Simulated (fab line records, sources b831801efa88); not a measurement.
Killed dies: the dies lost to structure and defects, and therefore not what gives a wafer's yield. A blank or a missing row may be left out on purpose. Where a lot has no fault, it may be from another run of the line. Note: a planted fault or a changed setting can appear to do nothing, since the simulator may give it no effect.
What tool caused it? + flow sky130 + 18 wafers from 6 lots sampled at 3 of the route's 708 steps

WHAT THE GAUGES READ, wafer by wafer
SKY_LDD_N_OVL_MEAS_07.
| lot  | measured     | on         | LDD_N_OVL (nm)    |
|------|--------------|------------|-------------------|
| L930 | day 18 12:24 | overlay-02 | 1.1 0.2 -2.6      |
| L932 | day 19 08:15 | overlay-01 | -0.6 -0.1 -1.6    |
| L936 | day 20 08:33 | overlay-02 | -74.3 -75.3 -76.1 |
| L938 | day 21 12:53 | overlay-01 | -75.6 -75.6 -74.7 |
| L941 | day 22 07:57 | overlay-01 | 0.4 1.1 -1.6      |
| L951 | day 25 20:12 | overlay-01 | 1.1 0.0 0.5       |

WHAT TOOL EACH LOT RAN ON (gives the tool, then ch and the chambers of the sampled wafers, and finally the start)
| lot  | SKY_POLY_GATE_ETCH_15              | SKY_LDD_N_EXPOSE_04                 |
|------|------------------------------------|-------------------------------------|
| L930 | rie-diel-02 ch 0,1,3, day 17 04:57 | iline-stepper-02 ch 0, day 17 21:58 |
| L932 | rie-diel-02 ch 0,3, day 17 23:35   | iline-stepper-01 ch 0, day 18 17:10 |
| L936 | rie-diel-04 ch 1,2,3, day 18 23:18 | iline-stepper-01 ch 0, day 19 17:02 |
| L938 | rie-diel-02 ch 0,2,3, day 20 03:28 | iline-stepper-01 ch 0, day 20 21:15 |
| L941 | rie-diel-02 ch 0,1,2, day 21 00:13 | iline-stepper-02 ch 0, day 21 17:06 |
| L951 | rie-diel-04 ch 1, day 24 12:45     | iline-stepper-02 ch 0, day 25 05:44 |
- SKY_POLY_GATE_ETCH_15: etches BARC in N2/H2, stops on SiO2, time 118.5 s, target depth 110 nm.
- SKY_LDD_N_EXPOSE_04: exposes mask NTM, target cd 840 nm.

THE ANSWER, worked out from the rows above alone
Rule: the lots themselves supply what counts as usual. Put in order of their means at a reading, lots are off if they are a third of the lots or fewer, leave a main group of 4 or more, and stand apart from it by a gap of 3 or more times the standard deviation of the main group's means; of several such gaps the widest counts. Not used: any main group whose means are identical at the precision the tables above print for the reading. A lot without any number at a reading at which 4 lots or more have one is off too. All remaining lots with rows at the step are treated as sound.
Off: L936, L938, at SKY_LDD_N_OVL_MEAS_07 (LDD_N_OVL). The main group has a mean of -0.2 nm with a standard deviation of 0.48.
A tool fits if, at a process step before that reading, it ran every lot that is off, and no sound lot after the first of them. Those tools and the gauges at SKY_LDD_N_OVL_MEAS_07 are tried in the same way. One fits: iline-stepper-01 at SKY_LDD_N_EXPOSE_04. Its last sound lot is L932 (day 18 17:10), its first lot that is off L936 (day 19 17:02): a fault that began between those two fits.

WHAT THE SIMULATOR HAD PUT IN
Scanner matching overlay: iline-stepper-01, from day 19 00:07 on, at SKY_LDD_N_EXPOSE_04. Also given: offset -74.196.
Lots struck among those shown: L936, L938. The rule above reached the same finding.
